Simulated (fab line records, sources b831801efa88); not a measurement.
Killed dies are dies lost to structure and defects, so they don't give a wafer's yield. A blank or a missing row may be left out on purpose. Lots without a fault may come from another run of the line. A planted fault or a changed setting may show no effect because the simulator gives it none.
Problem report in the 8D (eight disciplines) form, filled by code | flow gf180mcu | the parts of the form that need people (team, actions taken, sign-off) are left out

1. THE PROBLEM
faraday_current_uA at GF_HV_LDD_IMPLANT_33 reads a mean of 50.8 on 6 wafers of 2 lots; wafers without a fault read 42.4 with a standard deviation of 0.84. That is +10 standard deviations from the usual mean.
First seen on wafer L810.1, day 17 17:27, on implanter-01. The record holds 36 wafers of 12 lots with a number at this step. Rule for "out", or "out of limits": more than 4 standard deviations from the usual mean. The other wafers with a number count as sound.

2. WHAT IT IS AND WHAT IT IS NOT
question                    | is                            | is not
which readings at this step | faraday_current_uA, beam_on_s | -
which lots                  | L810, L811                    | L791, L793, L794, L795, L796, L797, L798, L799, L806, L813
which wafers of those lots  | all that have a number        | -
read on which tools         | implanter-01                  | implanter-02, implanter-04
when                        | from day 17 17:27             | up to then (27 sound wafers); but 3 sound wafers of L813 came after

3. SUSPECTS, AND WHAT RULES EACH OUT
Counting: a tool at a process step up to the reading stays a suspect if it ran every lot that is out and no sound lot after the first of them.
- implanter-01 at GF_HV_LDD_IMPLANT_33: kept. It ran every lot that is out, first L810 (day 17 17:27), and no sound lot after that; its last sound lot up to then is L797 (day 13 13:27). Its own readings are out on those wafers: beam_on_s, faraday_current_uA.
Left after counting: implanter-01 at GF_HV_LDD_IMPLANT_33.

4. THE CAUSE (what the simulator had put in)
Process parameter drift: implanter-01, from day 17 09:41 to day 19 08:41, at GF_HV_LDD_IMPLANT_33. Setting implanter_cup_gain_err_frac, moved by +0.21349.
Counting left only this tool.

5. THE CHAIN OF EFFECTS, in route order
Each row: a reading whose mean over the struck wafers that have a number lies more than 3 standard deviations from the usual. Only readings for which the record gives a usual standard deviation are gone through. hours: the time from each lot's start at the first step in this table that gives one to its start at this step, as a median over the lots. sigmas: the change in usual standard deviations.
hours | step                 | reading            | usual  | on struck wafers | change | sigmas
0     | GF_HV_LDD_IMPLANT_33 | beam_on_s          | 9.98 s | 8.32             | -1.66  | -8.3
0     | GF_HV_LDD_IMPLANT_33 | faraday_current_uA | 42.4   | 50.8             | +8.4   | +10
The process steps in it:
- GF_HV_LDD_IMPLANT_33
Later measuring or inspecting steps at which every struck wafer that the step has a row for has a number for every such reading, and none has moved that far: GF_HV_LDD_TW_MEAS_38, GF_HV_LDD_RS_MEAS_53.

6. WHAT WOULD HAVE CAUGHT IT SOONER
In this record the first reading out of limits was taken at day 17 17:27, 8 hours after the fault began at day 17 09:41.
